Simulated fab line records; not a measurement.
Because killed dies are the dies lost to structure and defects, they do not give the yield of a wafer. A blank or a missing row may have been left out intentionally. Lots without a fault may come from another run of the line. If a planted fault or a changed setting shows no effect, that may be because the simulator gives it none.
The tool behind it: which one? || flow sky130 || 72 wafers from 24 lots sampled at 5 of the route's 708 steps

## WHAT EACH GAUGE READ, for each wafer
SKY_VIA4_THK_MEAS_20: measures by xrf. Usual: for VIA4_W_THK the level is 509 nm and the standard deviation is 9.2.
{"lot": "L074", "measured": "day 42 18:09", "on": "film-metro-01", "VIA4_W_THK (nm)": "500 503 498", "flag": ""}
{"lot": "L075", "measured": "day 43 05:21", "on": "film-metro-02", "VIA4_W_THK (nm)": "511 507 513", "flag": ""}
{"lot": "L076", "measured": "day 43 09:52", "on": "film-metro-02", "VIA4_W_THK (nm)": "506 503 503", "flag": ""}
{"lot": "L077", "measured": "day 43 11:59", "on": "film-metro-02", "VIA4_W_THK (nm)": "498 496 502", "flag": ""}
{"lot": "L078", "measured": "day 44 12:56", "on": "film-metro-01", "VIA4_W_THK (nm)": "498 497 490", "flag": ""}
{"lot": "L079", "measured": "day 44 17:13", "on": "film-metro-01", "VIA4_W_THK (nm)": "500 508 505", "flag": ""}
{"lot": "L081", "measured": "day 45 03:13", "on": "film-metro-01", "VIA4_W_THK (nm)": "514 512 514", "flag": ""}
{"lot": "L080", "measured": "day 45 03:31", "on": "film-metro-02", "VIA4_W_THK (nm)": "499 500 498", "flag": ""}
{"lot": "L082", "measured": "day 45 06:13", "on": "film-metro-04", "VIA4_W_THK (nm)": "510 497 509", "flag": ""}
{"lot": "L083", "measured": "day 45 12:43", "on": "film-metro-02", "VIA4_W_THK (nm)": "514 517 504", "flag": ""}
{"lot": "L084", "measured": "day 45 19:53", "on": "film-metro-02", "VIA4_W_THK (nm)": "505 506 499", "flag": ""}
{"lot": "L085", "measured": "day 46 05:43", "on": "film-metro-02", "VIA4_W_THK (nm)": "505 517 505", "flag": ""}
{"lot": "L086", "measured": "day 46 07:32", "on": "film-metro-04", "VIA4_W_THK (nm)": "529 513 520", "flag": ""}
{"lot": "L087", "measured": "day 46 15:10", "on": "film-metro-04", "VIA4_W_THK (nm)": "520 506 517", "flag": ""}
{"lot": "L088", "measured": "day 46 20:16", "on": "film-metro-01", "VIA4_W_THK (nm)": "528 504 523", "flag": ""}
{"lot": "L090", "measured": "day 47 10:38", "on": "film-metro-02", "VIA4_W_THK (nm)": "510 505 498", "flag": ""}
{"lot": "L089", "measured": "day 47 10:20", "on": "film-metro-01", "VIA4_W_THK (nm)": "528 509 527", "flag": ""}
{"lot": "L091", "measured": "day 47 12:53", "on": "film-metro-04", "VIA4_W_THK (nm)": "505 507 509", "flag": ""}
{"lot": "L092", "measured": "day 47 15:28", "on": "film-metro-02", "VIA4_W_THK (nm)": "500 521 505", "flag": ""}
{"lot": "L093", "measured": "day 47 18:24", "on": "film-metro-04", "VIA4_W_THK (nm)": "503 507 503", "flag": ""}
{"lot": "L094", "measured": "day 47 22:52", "on": "film-metro-04", "VIA4_W_THK (nm)": "505 508 505", "flag": ""}
{"lot": "L095", "measured": "day 48 00:31", "on": "film-metro-01", "VIA4_W_THK (nm)": "512 508 509", "flag": ""}
{"lot": "L096", "measured": "day 48 15:34", "on": "film-metro-04", "VIA4_W_THK (nm)": "519 524 504", "flag": ""}
{"lot": "L097", "measured": "day 48 18:50", "on": "film-metro-04", "VIA4_W_THK (nm)": "524 530 515", "flag": ""}

SKY_METAL5_THK_MEAS_06: measures by xrf. Usual: for METAL5_ALCU_THK the level is 1122 nm and the standard deviation is 14.
{"lot": "L074", "measured": "day 42 18:48", "on": "film-metro-04", "METAL5_ALCU_THK (nm)": "1132 1131 1124", "flag": ""}
{"lot": "L075", "measured": "day 43 07:29", "on": "film-metro-03", "METAL5_ALCU_THK (nm)": "1120 1127 1144", "flag": ""}
{"lot": "L076", "measured": "day 43 10:49", "on": "film-metro-02", "METAL5_ALCU_THK (nm)": "1111 1120 1135", "flag": ""}
{"lot": "L077", "measured": "day 43 12:38", "on": "film-metro-02", "METAL5_ALCU_THK (nm)": "1129 1140 1121", "flag": ""}
{"lot": "L078", "measured": "day 44 13:35", "on": "film-metro-04", "METAL5_ALCU_THK (nm)": "1119 1124 1122", "flag": ""}
{"lot": "L079", "measured": "day 44 17:52", "on": "film-metro-03", "METAL5_ALCU_THK (nm)": "1134 1138 1142", "flag": ""}
{"lot": "L081", "measured": "day 45 03:52", "on": "film-metro-03", "METAL5_ALCU_THK (nm)": "1137 1111 1125", "flag": ""}
{"lot": "L080", "measured": "day 45 04:10", "on": "film-metro-02", "METAL5_ALCU_THK (nm)": "1115 1115 1096", "flag": ""}
{"lot": "L082", "measured": "day 45 06:56", "on": "film-metro-04", "METAL5_ALCU_THK (nm)": "1107 1104 1100", "flag": ""}
{"lot": "L083", "measured": "day 45 13:22", "on": "film-metro-02", "METAL5_ALCU_THK (nm)": "1132 1124 1117", "flag": ""}
{"lot": "L084", "measured": "day 45 20:56", "on": "film-metro-03", "METAL5_ALCU_THK (nm)": "1107 1129 1105", "flag": ""}
{"lot": "L085", "measured": "day 46 06:58", "on": "film-metro-04", "METAL5_ALCU_THK (nm)": "1110 1118 1113", "flag": ""}
{"lot": "L086", "measured": "day 46 08:27", "on": "film-metro-04", "METAL5_ALCU_THK (nm)": "1108 1113 1108", "flag": ""}
{"lot": "L087", "measured": "day 46 15:48", "on": "film-metro-02", "METAL5_ALCU_THK (nm)": "1140 1119 1139", "flag": ""}
{"lot": "L088", "measured": "day 46 20:54", "on": "film-metro-02", "METAL5_ALCU_THK (nm)": "1121 1133 1109", "flag": ""}
{"lot": "L090", "measured": "day 47 11:16", "on": "film-metro-02", "METAL5_ALCU_THK (nm)": "1107 1102 1117", "flag": ""}
{"lot": "L089", "measured": "day 47 10:58", "on": "film-metro-04", "METAL5_ALCU_THK (nm)": "1110 1108 1124", "flag": ""}
{"lot": "L091", "measured": "day 47 13:32", "on": "film-metro-03", "METAL5_ALCU_THK (nm)": "1123 1131 1130", "flag": ""}
{"lot": "L092", "measured": "day 47 16:20", "on": "film-metro-04", "METAL5_ALCU_THK (nm)": "1122 1123 1113", "flag": ""}
{"lot": "L093", "measured": "day 47 19:03", "on": "film-metro-02", "METAL5_ALCU_THK (nm)": "1116 1104 1112", "flag": ""}
{"lot": "L094", "measured": "day 47 23:45", "on": "film-metro-03", "METAL5_ALCU_THK (nm)": "1140 1144 1135", "flag": ""}
{"lot": "L095", "measured": "day 48 01:32", "on": "film-metro-04", "METAL5_ALCU_THK (nm)": "1091 1106 1091", "flag": ""}
{"lot": "L096", "measured": "day 48 16:13", "on": "film-metro-03", "METAL5_ALCU_THK (nm)": "1163 1136 1159", "flag": ""}
{"lot": "L097", "measured": "day 48 19:31", "on": "film-metro-03", "METAL5_ALCU_THK (nm)": "1123 1130 1147", "flag": ""}

## WHICH TOOL RAN EACH LOT (tool, then ch and the chambers of the sampled wafers, then the start)
{"lot": "L074", "SKY_VIA2_CMP_02": "cmp-01 ch 0,1,3, day 35 04:31", "SKY_METAL4_SPUTTER_03": "pvd-sputter-03, day 39 16:04", "SKY_METAL5_SPUTTER_00": "pvd-sputter-01, day 42 18:30"}
{"lot": "L075", "SKY_VIA2_CMP_02": "cmp-02 ch 0,1,2, day 35 15:32", "SKY_METAL4_SPUTTER_03": "pvd-sputter-02, day 40 03:25", "SKY_METAL5_SPUTTER_00": "pvd-sputter-02, day 43 07:12"}
{"lot": "L076", "SKY_VIA2_CMP_02": "cmp-01 ch 1,3, day 35 20:39", "SKY_METAL4_SPUTTER_03": "pvd-sputter-02, day 40 08:05", "SKY_METAL5_SPUTTER_00": "pvd-sputter-02, day 43 10:31"}
{"lot": "L077", "SKY_VIA2_CMP_02": "cmp-02 ch 0,3, day 35 22:16", "SKY_METAL4_SPUTTER_03": "pvd-sputter-03, day 40 10:09", "SKY_METAL5_SPUTTER_00": "pvd-sputter-01, day 43 12:19"}
{"lot": "L078", "SKY_VIA2_CMP_02": "cmp-02 ch 0,1,3, day 37 02:26", "SKY_METAL4_SPUTTER_03": "pvd-sputter-02, day 41 12:07", "SKY_METAL5_SPUTTER_00": "pvd-sputter-04, day 44 13:16"}
{"lot": "L079", "SKY_VIA2_CMP_02": "cmp-02 ch 2,3, day 37 06:25", "SKY_METAL4_SPUTTER_03": "pvd-sputter-03, day 41 17:35", "SKY_METAL5_SPUTTER_00": "pvd-sputter-04, day 44 17:34"}
{"lot": "L081", "SKY_VIA2_CMP_02": "cmp-02 ch 2,3, day 37 17:52", "SKY_METAL4_SPUTTER_03": "pvd-sputter-03, day 42 03:45", "SKY_METAL5_SPUTTER_00": "pvd-sputter-02, day 45 03:34"}
{"lot": "L080", "SKY_VIA2_CMP_02": "cmp-01 ch 0,1,3, day 37 18:46", "SKY_METAL4_SPUTTER_03": "pvd-sputter-01, day 42 03:50", "SKY_METAL5_SPUTTER_00": "pvd-sputter-04, day 45 03:52"}
{"lot": "L082", "SKY_VIA2_CMP_02": "cmp-01 ch 0,1,3, day 38 00:52", "SKY_METAL4_SPUTTER_03": "pvd-sputter-01, day 42 08:33", "SKY_METAL5_SPUTTER_00": "pvd-sputter-02, day 45 06:38"}
{"lot": "L083", "SKY_VIA2_CMP_02": "cmp-02 ch 2,3, day 38 03:52", "SKY_METAL4_SPUTTER_03": "pvd-sputter-03, day 42 14:28", "SKY_METAL5_SPUTTER_00": "pvd-sputter-02, day 45 13:03"}
{"lot": "L084", "SKY_VIA2_CMP_02": "cmp-01 ch 0,3, day 38 14:43", "SKY_METAL4_SPUTTER_03": "pvd-sputter-03, day 42 21:32", "SKY_METAL5_SPUTTER_00": "pvd-sputter-02, day 45 20:39"}
{"lot": "L085", "SKY_VIA2_CMP_02": "cmp-01 ch 0,3, day 39 01:58", "SKY_METAL4_SPUTTER_03": "pvd-sputter-03, day 43 09:24", "SKY_METAL5_SPUTTER_00": "pvd-sputter-02, day 46 06:40"}
{"lot": "L086", "SKY_VIA2_CMP_02": "cmp-02 ch 1,2, day 39 05:07", "SKY_METAL4_SPUTTER_03": "pvd-sputter-03, day 43 10:18", "SKY_METAL5_SPUTTER_00": "pvd-sputter-01, day 46 08:10"}
{"lot": "L087", "SKY_VIA2_CMP_02": "cmp-02 ch 1,2,3, day 39 15:21", "SKY_METAL4_SPUTTER_03": "pvd-sputter-01, day 43 19:18", "SKY_METAL5_SPUTTER_00": "pvd-sputter-01, day 46 15:31"}
{"lot": "L088", "SKY_VIA2_CMP_02": "cmp-01 ch 0,2,3, day 39 20:36", "SKY_METAL4_SPUTTER_03": "pvd-sputter-02, day 44 01:50", "SKY_METAL5_SPUTTER_00": "pvd-sputter-02, day 46 20:37"}
{"lot": "L090", "SKY_VIA2_CMP_02": "cmp-02 ch 0,2,3, day 40 11:22", "SKY_METAL4_SPUTTER_03": "pvd-sputter-03, day 44 15:39", "SKY_METAL5_SPUTTER_00": "pvd-sputter-01, day 47 10:58"}
{"lot": "L089", "SKY_VIA2_CMP_02": "cmp-01 ch 2,3, day 40 13:45", "SKY_METAL4_SPUTTER_03": "pvd-sputter-01, day 44 15:56", "SKY_METAL5_SPUTTER_00": "pvd-sputter-04, day 47 10:40"}
{"lot": "L091", "SKY_VIA2_CMP_02": "cmp-02 ch 0,3, day 40 17:55", "SKY_METAL4_SPUTTER_03": "pvd-sputter-03, day 44 19:14", "SKY_METAL5_SPUTTER_00": "pvd-sputter-01, day 47 13:14"}
{"lot": "L092", "SKY_VIA2_CMP_02": "cmp-02 ch 0,3, day 40 20:04", "SKY_METAL4_SPUTTER_03": "pvd-sputter-03, day 44 22:43", "SKY_METAL5_SPUTTER_00": "pvd-sputter-01, day 47 16:04"}
{"lot": "L093", "SKY_VIA2_CMP_02": "cmp-01 ch 0,3, day 40 23:34", "SKY_METAL4_SPUTTER_03": "pvd-sputter-01, day 45 02:12", "SKY_METAL5_SPUTTER_00": "pvd-sputter-02, day 47 18:45"}
{"lot": "L094", "SKY_VIA2_CMP_02": "cmp-02 ch 0,2,3, day 41 05:21", "SKY_METAL4_SPUTTER_03": "pvd-sputter-03, day 45 05:21", "SKY_METAL5_SPUTTER_00": "pvd-sputter-02, day 47 23:27"}
{"lot": "L095", "SKY_VIA2_CMP_02": "cmp-01 ch 1,2,3, day 41 08:35", "SKY_METAL4_SPUTTER_03": "pvd-sputter-02, day 45 08:35", "SKY_METAL5_SPUTTER_00": "pvd-sputter-04, day 48 01:15"}
{"lot": "L096", "SKY_VIA2_CMP_02": "cmp-01 ch 0,2,3, day 42 01:49", "SKY_METAL4_SPUTTER_03": "pvd-sputter-01, day 46 00:51", "SKY_METAL5_SPUTTER_00": "pvd-sputter-02, day 48 15:56"}
{"lot": "L097", "SKY_VIA2_CMP_02": "cmp-02 ch 1,2,3, day 42 04:16", "SKY_METAL4_SPUTTER_03": "pvd-sputter-03, day 46 04:07", "SKY_METAL5_SPUTTER_00": "pvd-sputter-04, day 48 19:13"}
- SKY_VIA2_CMP_02: polishes SiO2.
- SKY_METAL4_SPUTTER_03: material Ti, target thk 5 nm, time 3.3 s.
- SKY_METAL5_SPUTTER_00: material Ti, target thk 15 nm, time 10 s.

## WHAT THE TOOLS THEMSELVES READ (means of the sampled wafers that have a number; where no wafer has one, the mark that the record gives instead)
SKY_VIA2_CMP_02. Usual: motor-current-A 12.1 A, standard deviation 1.3; slurry-filter-dp-kPa 13.50 kPa, standard deviation 0.14; slurry-flow-ml-min 150.0, standard deviation 0.43.
{"lot": "L074", "tool": "cmp-01", "motor-current-A (A)": 12.1, "slurry-filter-dp-kPa (kPa)": 13.56, "slurry-flow-ml-min": 150.3, "flag": ""}
{"lot": "L075", "tool": "cmp-02", "motor-current-A (A)": 11.8, "slurry-filter-dp-kPa (kPa)": 13.40, "slurry-flow-ml-min": 149.8, "flag": ""}
{"lot": "L076", "tool": "cmp-01", "motor-current-A (A)": 13.1, "slurry-filter-dp-kPa (kPa)": 13.60, "slurry-flow-ml-min": 150.5, "flag": ""}
{"lot": "L077", "tool": "cmp-02", "motor-current-A (A)": 11.3, "slurry-filter-dp-kPa (kPa)": 13.38, "slurry-flow-ml-min": 149.9, "flag": ""}
{"lot": "L078", "tool": "cmp-02", "motor-current-A (A)": 11.6, "slurry-filter-dp-kPa (kPa)": 13.41, "slurry-flow-ml-min": 149.8, "flag": ""}
{"lot": "L079", "tool": "cmp-02", "motor-current-A (A)": 13.6, "slurry-filter-dp-kPa (kPa)": 13.43, "slurry-flow-ml-min": 149.9, "flag": ""}
{"lot": "L081", "tool": "cmp-02", "motor-current-A (A)": 13.3, "slurry-filter-dp-kPa (kPa)": 13.32, "slurry-flow-ml-min": 150.5, "flag": ""}
{"lot": "L080", "tool": "cmp-01", "motor-current-A (A)": 12.1, "slurry-filter-dp-kPa (kPa)": 13.46, "slurry-flow-ml-min": 150.4, "flag": ""}
{"lot": "L082", "tool": "cmp-01", "motor-current-A (A)": 12.0, "slurry-filter-dp-kPa (kPa)": 13.62, "slurry-flow-ml-min": 149.8, "flag": ""}
{"lot": "L083", "tool": "cmp-02", "motor-current-A (A)": 13.2, "slurry-filter-dp-kPa (kPa)": 13.47, "slurry-flow-ml-min": 150.0, "flag": ""}
{"lot": "L084", "tool": "cmp-01", "motor-current-A (A)": 11.3, "slurry-filter-dp-kPa (kPa)": 13.50, "slurry-flow-ml-min": 149.9, "flag": ""}
{"lot": "L085", "tool": "cmp-01", "motor-current-A (A)": 11.6, "slurry-filter-dp-kPa (kPa)": 13.47, "slurry-flow-ml-min": 150.1, "flag": ""}
{"lot": "L086", "tool": "cmp-02", "motor-current-A (A)": 12.3, "slurry-filter-dp-kPa (kPa)": 13.53, "slurry-flow-ml-min": 149.4, "flag": ""}
{"lot": "L087", "tool": "cmp-02", "motor-current-A (A)": 12.6, "slurry-filter-dp-kPa (kPa)": 13.60, "slurry-flow-ml-min": 150.1, "flag": ""}
{"lot": "L088", "tool": "cmp-01", "motor-current-A (A)": 11.0, "slurry-filter-dp-kPa (kPa)": 13.63, "slurry-flow-ml-min": 150.1, "flag": ""}
{"lot": "L090", "tool": "cmp-02", "motor-current-A (A)": 12.6, "slurry-filter-dp-kPa (kPa)": 13.46, "slurry-flow-ml-min": 150.3, "flag": ""}
{"lot": "L089", "tool": "cmp-01", "motor-current-A (A)": 11.3, "slurry-filter-dp-kPa (kPa)": 13.58, "slurry-flow-ml-min": 150.1, "flag": ""}
{"lot": "L091", "tool": "cmp-02", "motor-current-A (A)": 12.4, "slurry-filter-dp-kPa (kPa)": 13.51, "slurry-flow-ml-min": 149.9, "flag": ""}
{"lot": "L092", "tool": "cmp-02", "motor-current-A (A)": 11.1, "slurry-filter-dp-kPa (kPa)": 13.43, "slurry-flow-ml-min": 149.8, "flag": ""}
{"lot": "L093", "tool": "cmp-01", "motor-current-A (A)": 11.1, "slurry-filter-dp-kPa (kPa)": 13.48, "slurry-flow-ml-min": 150.1, "flag": ""}
{"lot": "L094", "tool": "cmp-02", "motor-current-A (A)": 12.3, "slurry-filter-dp-kPa (kPa)": 13.45, "slurry-flow-ml-min": 150.1, "flag": ""}
{"lot": "L095", "tool": "cmp-01", "motor-current-A (A)": 12.3, "slurry-filter-dp-kPa (kPa)": 13.50, "slurry-flow-ml-min": 150.0, "flag": ""}
{"lot": "L096", "tool": "cmp-01", "motor-current-A (A)": 11.1, "slurry-filter-dp-kPa (kPa)": 13.61, "slurry-flow-ml-min": 150.4, "flag": ""}
{"lot": "L097", "tool": "cmp-02", "motor-current-A (A)": 12.5, "slurry-filter-dp-kPa (kPa)": 13.48, "slurry-flow-ml-min": 150.0, "flag": ""}

SKY_METAL4_SPUTTER_03. Usual: 30.9 % for throttle-valve-pct, sd 1.1.
{"lot": "L074", "tool": "pvd-sputter-03", "throttle-valve-pct (%)": 31.7, "flag": ""}
{"lot": "L075", "tool": "pvd-sputter-02", "throttle-valve-pct (%)": 29.3, "flag": ""}
{"lot": "L076", "tool": "pvd-sputter-02", "throttle-valve-pct (%)": 28.6, "flag": ""}
{"lot": "L077", "tool": "pvd-sputter-03", "throttle-valve-pct (%)": 31.8, "flag": ""}
{"lot": "L078", "tool": "pvd-sputter-02", "throttle-valve-pct (%)": 29.7, "flag": ""}
{"lot": "L079", "tool": "pvd-sputter-03", "throttle-valve-pct (%)": 32.0, "flag": ""}
{"lot": "L081", "tool": "pvd-sputter-03", "throttle-valve-pct (%)": 31.8, "flag": ""}
{"lot": "L080", "tool": "pvd-sputter-01", "throttle-valve-pct (%)": 31.0, "flag": ""}
{"lot": "L082", "tool": "pvd-sputter-01", "throttle-valve-pct (%)": 30.8, "flag": ""}
{"lot": "L083", "tool": "pvd-sputter-03", "throttle-valve-pct (%)": 31.6, "flag": ""}
{"lot": "L084", "tool": "pvd-sputter-03", "throttle-valve-pct (%)": 31.3, "flag": ""}
{"lot": "L085", "tool": "pvd-sputter-03", "throttle-valve-pct (%)": 31.5, "flag": ""}
{"lot": "L086", "tool": "pvd-sputter-03", "throttle-valve-pct (%)": 31.5, "flag": ""}
{"lot": "L087", "tool": "pvd-sputter-01", "throttle-valve-pct (%)": 31.2, "flag": ""}
{"lot": "L088", "tool": "pvd-sputter-02", "throttle-valve-pct (%)": 29.6, "flag": ""}
{"lot": "L090", "tool": "pvd-sputter-03", "throttle-valve-pct (%)": 31.6, "flag": ""}
{"lot": "L089", "tool": "pvd-sputter-01", "throttle-valve-pct (%)": 30.6, "flag": ""}
{"lot": "L091", "tool": "pvd-sputter-03", "throttle-valve-pct (%)": 31.3, "flag": ""}
{"lot": "L092", "tool": "pvd-sputter-03", "throttle-valve-pct (%)": 31.6, "flag": ""}
{"lot": "L093", "tool": "pvd-sputter-01", "throttle-valve-pct (%)": 30.1, "flag": ""}
{"lot": "L094", "tool": "pvd-sputter-03", "throttle-valve-pct (%)": 31.8, "flag": ""}
{"lot": "L095", "tool": "pvd-sputter-02", "throttle-valve-pct (%)": 29.4, "flag": ""}
{"lot": "L096", "tool": "pvd-sputter-01", "throttle-valve-pct (%)": 31.1, "flag": ""}
{"lot": "L097", "tool": "pvd-sputter-03", "throttle-valve-pct (%)": 31.4, "flag": ""}

SKY_METAL5_SPUTTER_00. Usual: 29.8 % for throttle-valve-pct, sd 1.3.
{"lot": "L074", "tool": "pvd-sputter-01", "throttle-valve-pct (%)": 30.8, "flag": ""}
{"lot": "L075", "tool": "pvd-sputter-02", "throttle-valve-pct (%)": 29.3, "flag": ""}
{"lot": "L076", "tool": "pvd-sputter-02", "throttle-valve-pct (%)": 29.2, "flag": ""}
{"lot": "L077", "tool": "pvd-sputter-01", "throttle-valve-pct (%)": 30.8, "flag": ""}
{"lot": "L078", "tool": "pvd-sputter-04", "throttle-valve-pct (%)": 30.0, "flag": ""}
{"lot": "L079", "tool": "pvd-sputter-04", "throttle-valve-pct (%)": 30.9, "flag": ""}
{"lot": "L081", "tool": "pvd-sputter-02", "throttle-valve-pct (%)": 29.5, "flag": ""}
{"lot": "L080", "tool": "pvd-sputter-04", "throttle-valve-pct (%)": 29.8, "flag": ""}
{"lot": "L082", "tool": "pvd-sputter-02", "throttle-valve-pct (%)": 29.5, "flag": ""}
{"lot": "L083", "tool": "pvd-sputter-02", "throttle-valve-pct (%)": 29.4, "flag": ""}
{"lot": "L084", "tool": "pvd-sputter-02", "throttle-valve-pct (%)": 30.0, "flag": ""}
{"lot": "L085", "tool": "pvd-sputter-02", "throttle-valve-pct (%)": 28.6, "flag": ""}
{"lot": "L086", "tool": "pvd-sputter-01", "throttle-valve-pct (%)": 31.1, "flag": ""}
{"lot": "L087", "tool": "pvd-sputter-01", "throttle-valve-pct (%)": 30.8, "flag": ""}
{"lot": "L088", "tool": "pvd-sputter-02", "throttle-valve-pct (%)": 29.6, "flag": ""}
{"lot": "L090", "tool": "pvd-sputter-01", "throttle-valve-pct (%)": 31.8, "flag": ""}
{"lot": "L089", "tool": "pvd-sputter-04", "throttle-valve-pct (%)": 28.9, "flag": ""}
{"lot": "L091", "tool": "pvd-sputter-01", "throttle-valve-pct (%)": 31.0, "flag": ""}
{"lot": "L092", "tool": "pvd-sputter-01", "throttle-valve-pct (%)": 30.3, "flag": ""}
{"lot": "L093", "tool": "pvd-sputter-02", "throttle-valve-pct (%)": 29.4, "flag": ""}
{"lot": "L094", "tool": "pvd-sputter-02", "throttle-valve-pct (%)": 28.9, "flag": ""}
{"lot": "L095", "tool": "pvd-sputter-04", "throttle-valve-pct (%)": 29.7, "flag": ""}
{"lot": "L096", "tool": "pvd-sputter-02", "throttle-valve-pct (%)": 28.7, "flag": ""}
{"lot": "L097", "tool": "pvd-sputter-04", "throttle-valve-pct (%)": 31.0, "flag": ""}

## THE ANSWER, worked out from the rows above alone
Rule: a lot counts as off when the mean over its wafers that have a number is more than 3 standard deviations away from the usual mean. A lot without any number at a reading at which 4 lots or more have one is off too. The other lots that the step has rows for count as sound. The gauges are gone through in route order, then the tools' own readings, and for those a lot's mean is taken as printed above. At the first step where some lot is off, the reading lying furthest off is the one used; lots without a number count as furthest.
Across all readings shown, no lot is off: no conclusion can be drawn from this.

## WHAT THE SIMULATOR HAD INSERTED
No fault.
